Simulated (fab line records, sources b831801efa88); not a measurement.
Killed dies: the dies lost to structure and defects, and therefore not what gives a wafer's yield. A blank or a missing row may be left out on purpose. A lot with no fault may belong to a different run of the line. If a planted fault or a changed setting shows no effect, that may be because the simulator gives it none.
Struck lot and sound lot, side by side :: flow sky130 :: 15 steps out of a route of 708
Sound: these wafers, L760.2, L760.3, L760.4. Wafers L772.2, L772.6 were the ones struck. At the end, the cause is stated.
Per side, at each step with rows, come the tool, then ch with its chambers, and then its first start. Under that, the readings that differ: sound wafers :: struck wafers :: difference of the means :: sigmas: that difference in standard deviations of wafers without a fault.
alike: readings with means less than 2 such deviations apart, plus words and numbers identical on both sides. not compared: withheld readings, readings lacking a value on some wafer, bounds such as >300 that could conceal the same value, and numbers that have no deviation in the record and whose values overlap.
A row with sigmas, a row that says differs or no value, or rows on one side alone: a step with any of these is where the two part. Numbers that don't overlap but have no deviation are shown without sigmas and don't part them. A reading that every wafer of one side lacks parts them only if that side has two wafers or more.

first, 5 steps without rows for these wafers: SKY_LI_CONTACT_COAT_07 (resist thk 450 nm); SKY_LI_CONTACT_SOFTBAKE_08 (time 90 s); SKY_LI_CONTACT_EXPOSE_09 (exposes mask LICM1, target cd 170 nm); SKY_LI_CONTACT_PEB_10; SKY_LI_CONTACT_DEVELOP_11 (develop time 60 s).
SKY_LI_CONTACT_CD_MEAS_12 targets a cd of 170 nm.
  struck on cdSem-02, day 33 19:15; sound on cdSem-01, day 29 07:22
  alike: cdNm
SKY_LI_CONTACT_OVL_MEAS_13:
  struck on overlay-02, day 33 19:22; sound on overlay-02, day 29 07:29
  alike: LI_CONTACT_OVL
SKY_LI_CONTACT_ETCH_14: etches BARC in N2/H2, stops on SiO2, time 45.9 s, target depth 60 nm.
  sound on rieDiel-04 ch 0,1,3, day 29 07:31; struck on rieDiel-01 ch 0,2, day 33 19:23
reading: drypumpMotorCurrentA (A)
sound: 5.8 5.0 5.2
struck: 6.6 5.9
difference: +0.9
sigmas: +2
  alike: oesProductAu, throttleValvePct
  not compared: rfHoursCounterH
SKY_LI_CONTACT_ETCH_15: etches PSG in C4F8/O2/Ar, stops on Si, target depth 600 nm.
  sound on rieDiel-04 ch 0,1,3, day 29 07:33; struck on rieDiel-01 ch 0,2, day 33 19:26
  alike: oesProductAu
SKY_LI_CONTACT_STRIP_16: strips in O2/N2.
  sound on plasmaAsher-02 ch 0,1, day 29 07:38; struck on plasmaAsher-04 ch 0,1, day 33 19:31
  alike: drypumpMotorCurrentA, oesProductAu, stripTimeToEndpointS
  not compared: rfHoursCounterH
then, 2 steps without rows for these wafers: SKY_LI_CONTACT_CLEAN_17 (cleans in NMP, time 600 s); SKY_LI_CONTACT_PRE_CLEAN_18 (time 5.6 s).
SKY_LI_CONTACT_SPUTTER_19: material Ti, target thk 20 nm, time 106.37 s.
  struck on pvdSputter-02, day 33 19:53; sound on pvdSputter-03, day 29 07:56
reading: model.Ti_of_LI_CONTACT_SPUTTER_19.thkNm (nm)
sound: 20.08 19.88 20.25
struck: 16.92 16.78
difference: -3.22
sigmas: 
  alike: throttleValvePct
SKY_LI_CONTACT_SPUTTER_20: material TiN, target thk 20 nm, time 80 s.
  struck on pvdSputter-02, day 33 19:58; sound on pvdSputter-03, day 29 08:00
  alike: throttleValvePct
SKY_PAD_OPEN_PROBE_99:
  rows exist in the record for the sound wafers here (prober-02, day 45 22:49), none for the struck ones

## WHERE THEY PART
At SKY_LI_CONTACT_ETCH_14 first; at SKY_PAD_OPEN_PROBE_99 last (within this record only).

WHY: whatever the simulator had introduced
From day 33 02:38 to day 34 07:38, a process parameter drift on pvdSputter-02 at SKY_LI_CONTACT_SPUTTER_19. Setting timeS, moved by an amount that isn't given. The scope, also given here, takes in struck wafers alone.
